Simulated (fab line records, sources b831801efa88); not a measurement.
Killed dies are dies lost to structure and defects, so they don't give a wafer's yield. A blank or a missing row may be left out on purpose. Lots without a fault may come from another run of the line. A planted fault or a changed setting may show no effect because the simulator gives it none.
Which tool did it? | flow gf180mcu | 12 lots, 36 wafers sampled, at 1 step of a route of 602

WHAT THE GAUGES READ, wafer by wafer
GF_V1_THK_MEAS_25: measures by xrf.
lot  | measured     | on            | V1_W_THK (nm)
L075 | day 18 09:07 | film_metro-04 | 348 339 351
L077 | day 19 06:28 | film_metro-02 | 348 341 350
L079 | day 20 03:33 | film_metro-02 | 349 349 349
L081 | day 21 02:20 | film_metro-01 | 345 354 349
L083 | day 21 19:15 | film_metro-01 | 364 347 357
L085 | day 22 07:37 | film_metro-02 | 358 353 359
L087 | day 23 04:30 | film_metro-04 | 343 355 355
L089 | day 23 19:38 | film_metro-02 | 344 341 347
L091 | day 24 08:04 | film_metro-01 | 353 349 341
L093 | day 25 06:24 | film_metro-02 | 357 354 358
L095 | day 25 15:58 | film_metro-01 | 356 358 357
L097 | day 26 08:43 | film_metro-04 | 344 341 342

WHICH TOOL RAN EACH LOT (tool, then ch and the chambers of the sampled wafers, then the start)
The record holds no process step before these readings.

THE ANSWER, worked out from the rows above alone
Rule: what is usual is taken from the lots themselves. Put in order of their means at a reading, lots are off if they are a third of the lots or fewer, leave a main group of 4 or more, and stand apart from it by a gap of 3 or more times the standard deviation of the main group's means; of several such gaps the widest counts. A main group whose means are all the same, to the digits that the tables above print for the reading, isn't used. A lot without any number at a reading at which 4 lots or more have one is off too. The other lots that the step has rows for count as sound.
No lot is off at any reading shown: from this, nothing can be told.

WHAT THE SIMULATOR HAD PUT IN
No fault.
